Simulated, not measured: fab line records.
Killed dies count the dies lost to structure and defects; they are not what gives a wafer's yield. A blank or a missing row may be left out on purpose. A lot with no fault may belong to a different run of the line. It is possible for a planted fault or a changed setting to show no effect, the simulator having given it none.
Chamber matching -- flow gf180mcu -- GF_STI_ETCH_13 on rie_diel-03 has 4 sister chambers
The step etches the open film in CHF3/O2, stops on Si, target depth 282.31 nm, time 112.9 s. 4 wafers are shown with their chamber, then 9 later ones without.

## WAFERS PAIRED WITH THEIR CHAMBERS
wafer,chamber,drypump_motor_current_A (A)
L080.5,2,5.3
L080.6,1,5.5
L081.3,3,4.7
L081.5,0,4.7

## WAFERS WITH NO CHAMBER GIVEN
wafer,drypump_motor_current_A (A)
L092.2,5.3
L092.5,4.7
L092.6,4.7
L096.3,4.7
L096.4,5.3
L096.6,4.7
L097.2,4.7
L097.3,5.4
L097.4,4.7

## WHICH CHAMBER EACH ONE RAN IN
wafer,from the rows above,in truth
L092.2,2,2
L092.5,can't be placed: 0 or 3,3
L092.6,can't be placed: 0 or 3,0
L096.3,can't be placed: 0 or 3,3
L096.4,2,2
L096.6,can't be placed: 0 or 3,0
L097.2,can't be placed: 0 or 3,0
L097.3,can't be placed: 1 or 2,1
L097.4,can't be placed: 0 or 3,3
Correctly placed: 2 of 9. From these rows, 7 cannot be placed; in 7 the true chamber is one of the candidates. 0 placed wrongly.
How it was worked out, from the rows above alone: a wafer's distance from a chamber is the root of the sum, over the readings, of the square of ((its reading less the chamber's mean) divided by the reading's scatter). The wafer belongs to the nearest chamber; if the next one is less than 2 further off, it can't be placed. For every chamber, the mean is computed from those of its wafers that are shown. The scatter: with one shown wafer a chamber, the root of the mean of the squares of how far each hidden wafer lies from its nearest shown one.
